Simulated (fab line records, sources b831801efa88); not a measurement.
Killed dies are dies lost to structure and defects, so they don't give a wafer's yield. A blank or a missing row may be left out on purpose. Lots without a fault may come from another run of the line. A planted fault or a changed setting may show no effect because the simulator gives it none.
Which tool did it? | flow sky130 | 11 lots, 32 wafers sampled, at 5 steps of a route of 708

WHAT THE GAUGES READ, wafer by wafer
SKY_METAL1_OVL_MEAS_16. Usual: METAL1_OVL -2 nm, standard deviation 5.1.
lot  | measured     | on         | METAL1_OVL (nm) | flag
L781 | day 33 15:44 | overlay-02 | -1 -2 -3        |
L783 | day 34 07:35 | overlay-01 | -11 -11 -3      |
L784 | day 34 16:11 | overlay-02 | 5 -5 3          |
L785 | day 34 21:48 | overlay-01 | -4 -5 -6        |
L789 | day 36 08:30 | overlay-02 | -5 -9 6         |
L791 | day 36 16:33 | overlay-02 | -6 -4 -6        |
L795 | day 39 15:32 | overlay-01 | 1 1 -5          |
L797 | day 39 16:14 | overlay-01 | -4 -3 -3        |
L799 | day 39 16:19 | overlay-02 | -1 -14          |
L801 | day 39 18:27 | overlay-01 | 7 0 -4          |
L800 | day 39 21:33 | overlay-01 | -12 -1 4        |

SKY_VIA2_THK_MEAS_01. Usual: VIA2_HDPCVD_THK 1191 nm, standard deviation 11.
lot  | measured     | on            | VIA2_HDPCVD_THK (nm) | flag
L781 | day 36 01:37 | film_metro-01 | 1179 1188 1181       |
L783 | day 36 16:34 | film_metro-02 | 1181 1191 1216       |
L784 | day 37 00:53 | film_metro-02 | 1202 1193 1196       |
L785 | day 37 07:04 | film_metro-03 | 1204 1193 1198       |
L789 | day 38 17:14 | film_metro-03 | 1190 1202 1179       |
L791 | day 39 01:26 | film_metro-01 | 1188 1197 1166       |
L795 | day 41 19:11 | film_metro-01 | 1194 1193 1347       | OFF
L797 | day 41 20:18 | film_metro-03 | 1337 1205 1197       | OFF
L799 | day 41 20:52 | film_metro-01 | 1183 1179            |
L801 | day 41 22:44 | film_metro-01 | 1215 1203 1204       |
L800 | day 42 01:53 | film_metro-03 | 1161 1165 1179       |

WHICH TOOL RAN EACH LOT (tool, then ch and the chambers of the sampled wafers, then the start)
lot  | SKY_CONTACT_STRIP_19                 | SKY_METAL1_SPUTTER_02        | SKY_VIA2_HDPCVD_00
L781 | plasma_asher-03 ch 0,1, day 32 10:49 | pvd_sputter-01, day 32 12:10 | hdpcvd-02 ch 0,2, day 36 01:29
L783 | plasma_asher-03 ch 0,1, day 33 04:13 | pvd_sputter-01, day 33 05:31 | hdpcvd-02 ch 0,1,2, day 36 16:27
L784 | plasma_asher-03 ch 0,1, day 33 12:10 | pvd_sputter-01, day 33 13:28 | hdpcvd-02 ch 1,2, day 37 00:46
L785 | plasma_asher-03 ch 0,1, day 33 18:36 | pvd_sputter-02, day 33 19:51 | hdpcvd-02 ch 0,1,2, day 37 06:55
L789 | plasma_asher-03 ch 0,1, day 35 03:57 | pvd_sputter-02, day 35 05:14 | hdpcvd-02 ch 0,1,2, day 38 17:07
L791 | plasma_asher-01 ch 0,1, day 35 11:39 | pvd_sputter-03, day 35 13:22 | hdpcvd-01 ch 0,1,2, day 39 01:19
L795 | plasma_asher-01 ch 0,1, day 38 12:42 | pvd_sputter-01, day 38 14:20 | hdpcvd-02 ch 0,1,2, day 41 19:04
L797 | plasma_asher-03 ch 0, day 38 13:41   | pvd_sputter-03, day 38 15:26 | hdpcvd-02 ch 0,1,2, day 41 20:11
L799 | plasma_asher-04 ch 0,1, day 38 14:21 | pvd_sputter-01, day 38 15:44 | hdpcvd-02 ch 2, day 41 20:43
L801 | plasma_asher-01 ch 1, day 38 16:16   | pvd_sputter-01, day 38 17:58 | hdpcvd-01 ch 0,1, day 41 22:37
L800 | plasma_asher-01 ch 0,1, day 38 19:42 | pvd_sputter-01, day 38 21:03 | hdpcvd-01 ch 0,1,2, day 42 01:46
- SKY_CONTACT_STRIP_19: strips in O2/N2.
- SKY_METAL1_SPUTTER_02: material AlCu, target thk 250 nm, time 12.76 s.
- SKY_VIA2_HDPCVD_00: deposits SiO2, target thk 1180 nm, time 196.7 s.

WHAT THE TOOLS THEMSELVES READ (means of the sampled wafers that have a number; where no wafer has one, the mark that the record gives instead)
SKY_CONTACT_STRIP_19. Usual: chamber_pressure_mTorr 1500.1 mTorr, standard deviation 1.2; drypump_motor_current_A 5.6 A, standard deviation 0.32; o2_flow_sccm 2999 sccm, standard deviation 9.6; oes_product_au 0.381 a.u., standard deviation 0.0044; strip_time_to_endpoint_s 3.62 s, standard deviation 0.032.
lot  | tool            | chamber_pressure_mTorr (mTorr) | drypump_motor_current_A (A) | o2_flow_sccm (sccm) | oes_product_au (a.u.) | strip_time_to_endpoint_s (s) | flag
L781 | plasma_asher-03 | 1501.8                         | 5.8                         | 2996                | 0.382                 | 3.64                         |
L783 | plasma_asher-03 | 1499.5                         | 5.9                         | 2994                | 0.383                 | 3.65                         |
L784 | plasma_asher-03 | 1500.5                         | 5.9                         | 3003                | 0.378                 | 3.59                         |
L785 | plasma_asher-03 | 1499.7                         | 5.9                         | 3004                | 0.383                 | 3.61                         |
L789 | plasma_asher-03 | 1499.2                         | 5.8                         | 3012                | 0.382                 | 3.63                         |
L791 | plasma_asher-01 | 1500.1                         | 5.1                         | 2987                | 0.385                 | 3.61                         |
L795 | plasma_asher-01 | 1499.9                         | 5.1                         | 3002                | 0.378                 | 3.58                         |
L797 | plasma_asher-03 | 1499.7                         | 5.8                         | 3007                | 0.378                 | 3.63                         |
L799 | plasma_asher-04 | 1501.2                         | 5.4                         | 2996                | 0.382                 | 3.62                         |
L801 | plasma_asher-01 | 1500.0                         | 4.9                         | 2989                | 0.383                 | 3.62                         |
L800 | plasma_asher-01 | 1500.4                         | 5.1                         | 3002                | 0.383                 | 3.61                         |

SKY_METAL1_SPUTTER_02. Usual: throttle_valve_pct 30.2 %, standard deviation 1.5.
lot  | tool           | throttle_valve_pct (%) | flag
L781 | pvd_sputter-01 | 30.0                   |
L783 | pvd_sputter-01 | 31.7                   |
L784 | pvd_sputter-01 | 30.6                   |
L785 | pvd_sputter-02 | 30.5                   |
L789 | pvd_sputter-02 | 30.6                   |
L791 | pvd_sputter-03 | 28.6                   |
L795 | pvd_sputter-01 | 31.1                   |
L797 | pvd_sputter-03 | 28.7                   |
L799 | pvd_sputter-01 | 29.9                   |
L801 | pvd_sputter-01 | 30.7                   |
L800 | pvd_sputter-01 | 30.3                   |

SKY_VIA2_HDPCVD_00. Usual: run_length_s 224.6 s, standard deviation 0.6.
lot  | tool      | run_length_s (s) | flag
L781 | hdpcvd-02 | 224.9            |
L783 | hdpcvd-02 | 224.5            |
L784 | hdpcvd-02 | 224.1            |
L785 | hdpcvd-02 | 224.8            |
L789 | hdpcvd-02 | 224.2            |
L791 | hdpcvd-01 | 224.7            |
L795 | hdpcvd-02 | 232.4            | OFF
L797 | hdpcvd-02 | 232.7            | OFF
L799 | hdpcvd-02 | 225.1            |
L801 | hdpcvd-01 | 225.3            |
L800 | hdpcvd-01 | 224.8            |

THE ANSWER, worked out from the rows above alone
Rule: a lot is off if the mean of its wafers that have a number lies more than 3 standard deviations from the usual mean. A lot without any number at a reading at which 4 lots or more have one is off too. The other lots that the step has rows for count as sound. The gauges are gone through in route order, then the tools' own readings, and for those a lot's mean is taken as printed above. The first step at which some lot is off is used, and at that step the reading that is off furthest; a lot without a number counts as furthest.
Off: L795, L797, at SKY_VIA2_THK_MEAS_01 (VIA2_HDPCVD_THK).
A tool fits if, at a process step before that reading, it ran every lot that is off, and no sound lot after the first of them. The gauges at SKY_VIA2_THK_MEAS_01 aren't tried: what is off there is off at SKY_VIA2_HDPCVD_00 too, on other tools, and a gauge's error can't cause that. None of those tried fits.

WHAT THE SIMULATOR HAD PUT IN
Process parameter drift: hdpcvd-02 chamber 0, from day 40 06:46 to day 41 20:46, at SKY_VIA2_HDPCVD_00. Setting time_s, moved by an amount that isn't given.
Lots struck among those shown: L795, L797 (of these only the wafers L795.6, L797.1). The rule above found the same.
